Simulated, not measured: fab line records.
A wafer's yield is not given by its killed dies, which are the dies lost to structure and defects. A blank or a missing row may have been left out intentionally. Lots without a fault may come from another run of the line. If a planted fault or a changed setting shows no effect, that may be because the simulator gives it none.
A struck lot beside a sound one -- flow sky130 -- 15 steps out of a route of 708
Sound: the wafers L117.1, L117.2, L117.4. The struck wafers were L110.1, L110.2, L110.6. The cause is named last.
Each step with rows lists, per side, the tool, then ch with its chambers, then its first start. Under that, the readings that differ: sound wafers -- struck wafers -- difference of the means -- sigmas: that difference in standard deviations of wafers without a fault.
alike: readings with means less than 2 such deviations apart, plus words and numbers identical on both sides. not compared: withheld readings, readings lacking a value on some wafer, bounds such as >300 that could conceal the same value, and numbers that have no deviation in the record and whose values overlap.
The two part at a step that has a row with sigmas, a row that says differs or no value, or rows on one side only. Numbers that don't overlap but have no deviation are shown without sigmas and don't part them. A reading that every wafer of one side lacks parts them only if that side has two wafers or more.

first, 1 step without rows for these wafers: SKY_SONOS_TUNNEL_STRIP_11 (strips in SPM, time 600 s).
SKY_SONOS_TUNNEL_TW_MEAS_12:
  struck on film_metro-04, day 15 12:10; sound on film_metro-02, day 17 18:17
  alike: SONOS_TUNNEL_TW
then, 2 steps without rows for these wafers: SKY_SONOS_TUNNEL_CLEAN_13 (cleans in dHF, time 20 s); SKY_SONOS_ONO_OXIDATION_00 (stabilise 600 s, purge 300 s, target thk 2.6 nm).
SKY_SONOS_ONO_THK_MEAS_01:
  struck on film_metro-03, day 15 13:40; sound on film_metro-02, day 17 21:05
  alike: SONOS_ONO_OXIDATION_THK
then, 1 step without rows for these wafers: SKY_SONOS_ONO_CVD_02 (deposits Si3N4 from DCS/NH3, target thk 10.5 nm, time 180 s).
SKY_SONOS_ONO_THK_MEAS_03:
  struck on film_metro-02, day 15 16:14; sound on film_metro-01, day 18 00:12
  alike: SONOS_ONO_CVD_02_THK
then, 1 step without rows for these wafers: SKY_SONOS_ONO_CVD_04 (deposits SiO2 from SiH4/N2O, target thk 5.7199 nm).
SKY_SONOS_ONO_THK_MEAS_05:
  struck on film_metro-01, day 15 17:33; sound on film_metro-01, day 18 01:31
reading,sound,struck,difference,sigmas
SONOS_ONO_CVD_04_THK (nm),5.75 5.83 5.70,5.46 5.53 5.50,-0.26,-2
then, 3 steps without rows for these wafers: SKY_SONOS_ONO_DEHYDRATE_06 (time 60 s); SKY_SONOS_ONO_HMDS_07 (prime time 60 s); SKY_SONOS_ONO_COAT_08 (resist thk 1140 nm).
SKY_SONOS_ONO_SOFTBAKE_09: time 60 s.
  sound on litho_track-01 ch 0, day 18 16:47; struck on litho_track-03 ch 0, day 16 07:23
reading,sound,struck,difference,sigmas
exhaust_pa (Pa),44.1 42.7 42.8,45.5 43.8 46.0,+1.9,+2
heater_power_total_W (W),56.55 56.63 56.62,58.35 58.44 58.39,+1.79,+40
run_length_s (s),89.19 89.22 89.17,83.86 83.93 83.96,-5.28,-28
then, 1 step without rows for these wafers: SKY_SONOS_ONO_EXPOSE_10 (exposes mask ONOM, target cd 410 nm).
-- a jump in the record: the struck wafers' starts before and after are 33 days apart (it breaks off in module SONOS_ONO and resumes in module PAD_OPEN, where the first step shown is number 708 of the route) --
SKY_PAD_OPEN_PROBE_99:
  struck on prober-02, day 48 19:25; sound on prober-01, day 50 09:40
  alike: killed_at_M0_to_M3, killed_at_M4_up, killed_at_contacts, killed_at_front_end, killed_at_other, killed_dies, killed_open, killed_short

WHERE THEY PART
First at SKY_SONOS_ONO_THK_MEAS_05; last, within this record, at SKY_SONOS_ONO_SOFTBAKE_09. Later steps at which nothing parts them and some readings are alike: SKY_PAD_OPEN_PROBE_99.

WHY: what had been put in by the simulator
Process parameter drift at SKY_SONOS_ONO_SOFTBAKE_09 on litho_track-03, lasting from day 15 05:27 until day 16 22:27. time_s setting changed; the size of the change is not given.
